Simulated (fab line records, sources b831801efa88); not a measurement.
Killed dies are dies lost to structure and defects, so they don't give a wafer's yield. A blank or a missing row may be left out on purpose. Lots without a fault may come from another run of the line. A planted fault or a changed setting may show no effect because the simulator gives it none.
Which tool did it? | flow sky130 | 7 lots, 20 wafers sampled, at 1 step of a route of 708

WHAT THE GAUGES READ, wafer by wafer
SKY_POLY_CUT_OVL_MEAS_09.
lot  | measured     | on         | POLY_CUT_OVL (nm)
L779 | day 25 16:35 | overlay-01 | 6 -6 -1
L784 | day 27 08:02 | overlay-02 | -9 -5
L790 | day 29 08:16 | overlay-01 | 3 0 -7
L793 | day 30 02:56 | overlay-01 | -13 -3 -6
L795 | day 31 01:53 | overlay-02 | -2 -9 3
L797 | day 31 10:05 | overlay-01 | 0 13 -5
L799 | day 32 05:40 | overlay-02 | -1 -2 -2

WHICH TOOL RAN EACH LOT (tool, then ch and the chambers of the sampled wafers, then the start)
The record holds no process step before these readings.

THE ANSWER, worked out from the rows above alone
Rule: what is usual is taken from the lots themselves. Put in order of their means at a reading, lots are off if they are a third of the lots or fewer, leave a main group of 4 or more, and stand apart from it by a gap of 3 or more times the standard deviation of the main group's means; of several such gaps the widest counts. A main group whose means are all the same, to the digits that the tables above print for the reading, isn't used. A lot without any number at a reading at which 4 lots or more have one is off too. The other lots that the step has rows for count as sound.
No lot is off at any reading shown: from this, nothing can be told.

WHAT THE SIMULATOR HAD PUT IN
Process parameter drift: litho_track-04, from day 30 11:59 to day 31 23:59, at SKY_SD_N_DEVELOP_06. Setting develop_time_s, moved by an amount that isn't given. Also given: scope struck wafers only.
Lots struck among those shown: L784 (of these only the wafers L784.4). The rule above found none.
